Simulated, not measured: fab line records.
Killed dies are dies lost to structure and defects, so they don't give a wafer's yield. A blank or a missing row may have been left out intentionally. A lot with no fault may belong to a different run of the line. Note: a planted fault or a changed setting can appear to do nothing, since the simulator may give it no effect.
Which tool is to blame? :: flow gf180mcu :: 14 lots with 42 wafers sampled at 2 steps, on a route of 602 steps

WHAT THE GAUGES READ, wafer by wafer
GF_HV_LDD_RS_MEAS_53: measurement is done with a four-point probe. Usual: for HV_LDD_RS the level is 418.3 ohm/sq and the standard deviation is 1.
lot: L977
measured: day 12 11:17
on: film-metro-02
HV_LDD_RS (ohm/sq): 417.2 417.1 417.8
flag: 

lot: L978
measured: day 13 06:06
on: film-metro-03
HV_LDD_RS (ohm/sq): 419.0 418.9 419.0
flag: 

lot: L980
measured: day 13 12:47
on: film-metro-03
HV_LDD_RS (ohm/sq): 417.8 417.8 418.5
flag: 

lot: L981
measured: day 13 21:39
on: film-metro-04
HV_LDD_RS (ohm/sq): 419.5 421.3 418.9
flag: 

lot: L982
measured: day 14 02:16
on: film-metro-02
HV_LDD_RS (ohm/sq): 419.1 420.3 419.1
flag: 

lot: L986
measured: day 15 10:31
on: film-metro-02
HV_LDD_RS (ohm/sq): 419.5 417.7 417.9
flag: 

lot: L987
measured: day 16 00:41
on: film-metro-03
HV_LDD_RS (ohm/sq): - - -
flag: OFF

lot: L988
measured: day 16 10:47
on: film-metro-03
HV_LDD_RS (ohm/sq): 418.9 418.4 419.4
flag: 

lot: L989
measured: day 16 12:18
on: film-metro-02
HV_LDD_RS (ohm/sq): - - -
flag: OFF

lot: L996
measured: day 18 16:42
on: film-metro-03
HV_LDD_RS (ohm/sq): 417.1 418.1 417.5
flag: 

lot: L997
measured: day 19 09:31
on: film-metro-04
HV_LDD_RS (ohm/sq): 419.1 419.1 420.0
flag: 

lot: L998
measured: day 19 12:11
on: film-metro-02
HV_LDD_RS (ohm/sq): 418.9 418.9 417.8
flag: 

lot: L999
measured: day 19 19:17
on: film-metro-02
HV_LDD_RS (ohm/sq): 415.9 416.3 415.5
flag: 

lot: L100
measured: day 20 08:16
on: film-metro-02
HV_LDD_RS (ohm/sq): 417.2 417.2 416.6
flag: 

TOOL THAT RAN EACH LOT (tool first, then ch and the chambers of the sampled wafers, then the start)
lot: L977
GF_HV_LDD_IMPLANT_35: implanter-02 ch 0, day 11 15:31

lot: L978
GF_HV_LDD_IMPLANT_35: implanter-01 ch 0, day 12 09:41

lot: L980
GF_HV_LDD_IMPLANT_35: implanter-01 ch 0, day 12 16:03

lot: L981
GF_HV_LDD_IMPLANT_35: implanter-03 ch 0, day 13 00:07

lot: L982
GF_HV_LDD_IMPLANT_35: implanter-01 ch 0, day 13 05:07

lot: L986
GF_HV_LDD_IMPLANT_35: implanter-02 ch 0, day 14 12:49

lot: L987
GF_HV_LDD_IMPLANT_35: implanter-03 ch 0, day 15 02:28

lot: L988
GF_HV_LDD_IMPLANT_35: implanter-02 ch 0, day 15 12:17

lot: L989
GF_HV_LDD_IMPLANT_35: implanter-03 ch 0, day 15 13:14

lot: L996
GF_HV_LDD_IMPLANT_35: implanter-02 ch 0, day 17 16:34

lot: L997
GF_HV_LDD_IMPLANT_35: implanter-01 ch 0, day 18 08:48

lot: L998
GF_HV_LDD_IMPLANT_35: implanter-01 ch 0, day 18 11:00

lot: L999
GF_HV_LDD_IMPLANT_35: implanter-03 ch 0, day 18 18:20

lot: L100
GF_HV_LDD_IMPLANT_35: implanter-02 ch 0, day 19 06:59
- GF_HV_LDD_IMPLANT_35

WHAT THE TOOLS THEMSELVES READ (means of the sampled wafers that have a number; where no wafer has one, the mark that the record gives instead)
GF_HV_LDD_IMPLANT_35. Usual: dose-ions-cm2 reads 7.498e+12 (standard deviation 8.4e+09).
lot: L977
tool: implanter-02
dose-ions-cm2: 7.500e+12
flag: 

lot: L978
tool: implanter-01
dose-ions-cm2: 7.507e+12
flag: 

lot: L980
tool: implanter-01
dose-ions-cm2: 7.505e+12
flag: 

lot: L981
tool: implanter-03
dose-ions-cm2: 7.500e+12
flag: 

lot: L982
tool: implanter-01
dose-ions-cm2: 7.493e+12
flag: 

lot: L986
tool: implanter-02
dose-ions-cm2: 7.497e+12
flag: 

lot: L987
tool: implanter-03
dose-ions-cm2: 7.491e+12
flag: 

lot: L988
tool: implanter-02
dose-ions-cm2: 7.504e+12
flag: 

lot: L989
tool: implanter-03
dose-ions-cm2: 7.502e+12
flag: 

lot: L996
tool: implanter-02
dose-ions-cm2: 7.502e+12
flag: 

lot: L997
tool: implanter-01
dose-ions-cm2: 7.498e+12
flag: 

lot: L998
tool: implanter-01
dose-ions-cm2: 7.494e+12
flag: 

lot: L999
tool: implanter-03
dose-ions-cm2: 7.495e+12
flag: 

lot: L100
tool: implanter-02
dose-ions-cm2: 7.496e+12
flag: 

THE ANSWER, worked out from the rows above alone
Rule: take the mean of a lot's wafers that have a number; if it is more than 3 standard deviations from the usual mean, the lot is off. Also off: a lot with no number at a reading for which 4 or more lots have one. The other lots that the step has rows for count as sound. First the gauges in route order, then the tools' own readings, where a lot's mean is used as printed above. The first step at which some lot is off is used, and at that step the reading that is off furthest; a lot without a number counts as furthest.
Off: L987, L989, at GF_HV_LDD_RS_MEAS_53 (HV_LDD_RS). Without a number there: L987, L989.
If a tool, at a process step before that reading, ran all the lots that are off and no sound lot after the first of them, it fits. The gauges at GF_HV_LDD_RS_MEAS_53 are tried like those tools. No candidate that was tried fits.

WHAT THE SIMULATOR HAD INSERTED
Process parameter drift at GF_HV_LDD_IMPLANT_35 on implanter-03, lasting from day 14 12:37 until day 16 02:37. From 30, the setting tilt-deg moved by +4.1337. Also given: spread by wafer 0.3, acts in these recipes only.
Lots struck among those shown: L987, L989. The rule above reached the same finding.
